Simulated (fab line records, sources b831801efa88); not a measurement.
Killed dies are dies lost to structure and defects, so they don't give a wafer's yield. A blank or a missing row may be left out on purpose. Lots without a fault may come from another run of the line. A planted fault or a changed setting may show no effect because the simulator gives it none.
A struck lot beside a sound one | flow gf180mcu | 18 steps out of a route of 602
Sound: wafers L900.2, L900.5, L900.6. Struck: wafers L916.2, L916.3, L916.4. The cause comes at the end.
At each step with rows: each side's tool, then ch and its chambers, then its first start. Under that, the readings that differ: sound wafers | struck wafers | difference of the means | sigmas: that difference in standard deviations of wafers without a fault.
alike: readings whose means differ by less than 2 such deviations, and words and numbers that are the same on both sides. not compared: withheld readings, readings that some wafer has no value for, bounds like >300 that may hide the same value, and numbers for which the record gives no deviation and whose values overlap.
The two part at a step that has a row with sigmas, a row that says differs or no value, or rows on one side only. Numbers that don't overlap but have no deviation are shown without sigmas and don't part them. A reading that every wafer of one side lacks parts them only if that side has two wafers or more.

first, 3 steps without rows for these wafers: GF_V4_EXPOSE_11 (exposes mask Via4, target cd 260 nm); GF_V4_PEB_12 (peb time 90 s); GF_V4_DEVELOP_13 (develop time 60 s).
GF_V4_CD_MEAS_14: target cd 260 nm.
  sound on cd_sem-01, day 27 01:27; struck on cd_sem-02, day 31 08:54
  alike: cd_nm
GF_V4_OVL_MEAS_15:
  sound on overlay-01, day 27 01:34; struck on overlay-02, day 31 09:01
  alike: V4_OVL
then, 1 step without rows for these wafers: GF_V4_ETCH_16 (etches BARC in N2/H2).
GF_V4_ETCH_17: etches SiO2 in C4F8/O2/Ar, stops on TiN, target depth 630 nm.
  sound on rie_diel-02 ch 0,1,2; struck on rie_diel-03 ch 0,1,2
  alike: oes_product_au
GF_V4_STRIP_18: strips in O2/N2.
  sound on plasma_asher-01 ch 0,1, day 27 01:43; struck on plasma_asher-03 ch 0,1, day 31 09:10
  alike: drypump_motor_current_A, heater_power_w, oes_product_au
  not compared: rf_hours_counter_h
then, 2 steps without rows for these wafers: GF_V4_STRIP_19 (strips in post etch residue remover, time 1200 s); GF_V4_CLEAN_20 (cleans in DIW).
GF_V4_SPUTTER_21: material Ti, target thk 15 nm, time 80.02 s.
  sound on pvd_sputter-03, day 27 02:41; struck on pvd_sputter-03, day 31 09:43
  alike: throttle_valve_pct
GF_V4_SPUTTER_22: material TiN, target thk 10 nm, time 40 s.
  sound on pvd_sputter-03, day 27 02:44; struck on pvd_sputter-03, day 31 09:47
  alike: throttle_valve_pct
GF_V4_CVD_23: deposits W, target thk 350 nm, time 104.9 s.
  sound on cvd_w-02 ch 0,1, day 27 02:47; struck on cvd_w-02 ch 0,1, day 31 09:49
  reading                          | sound             | struck            | difference | sigmas
  model.W_of_V4_CVD_23.thk_nm (nm) | 353.3 353.3 345.5 | 153.4 149.7 148.4 | -200.2     |
  alike: heater_power_w
GF_V4_RS_MEAS_24: measures by four-point-probe.
  sound on film_metro-02, day 27 02:55; struck on film_metro-01, day 31 09:57
  reading          | sound             | struck            | difference | sigmas
  V4_W_RS (ohm/sq) | 0.324 0.324 0.332 | 0.757 0.775 0.782 | +0.445     | +99 or more
GF_V4_THK_MEAS_25: measures by xrf.
  sound on film_metro-02, day 27 03:02; struck on film_metro-01, day 31 10:04
  reading       | sound       | struck      | difference | sigmas
  V4_W_THK (nm) | 341 338 330 | 149 145 144 | -190       | -48
GF_V4_CMP_26: polishes, stops on SiO2, t overpolish 15 s, target thk 0 nm.
  sound on cmp-02 ch 0,3, day 27 03:05; struck on cmp-01 ch 0,2,3, day 31 10:07
  reading                | sound    | struck   | difference | sigmas
  time_to_endpoint_s (s) | 84 84 79 | 39 40 36 | -44        | -13
  alike: motor_current_A
GF_MIM_SPUTTER_00: material Ti, target thk 37.5 nm, time 150 s.
  sound on pvd_sputter-03, day 27 03:23; struck on pvd_sputter-04, day 31 10:25
  alike: throttle_valve_pct
then, 1 step without rows for these wafers: GF_PASSIVATION_PROBE_99.

WHERE THEY PART
First at GF_V4_RS_MEAS_24; last, within this record, at GF_V4_CMP_26. Later steps at which nothing parts them and some readings are alike: GF_MIM_SPUTTER_00.

WHY: what the simulator had put in
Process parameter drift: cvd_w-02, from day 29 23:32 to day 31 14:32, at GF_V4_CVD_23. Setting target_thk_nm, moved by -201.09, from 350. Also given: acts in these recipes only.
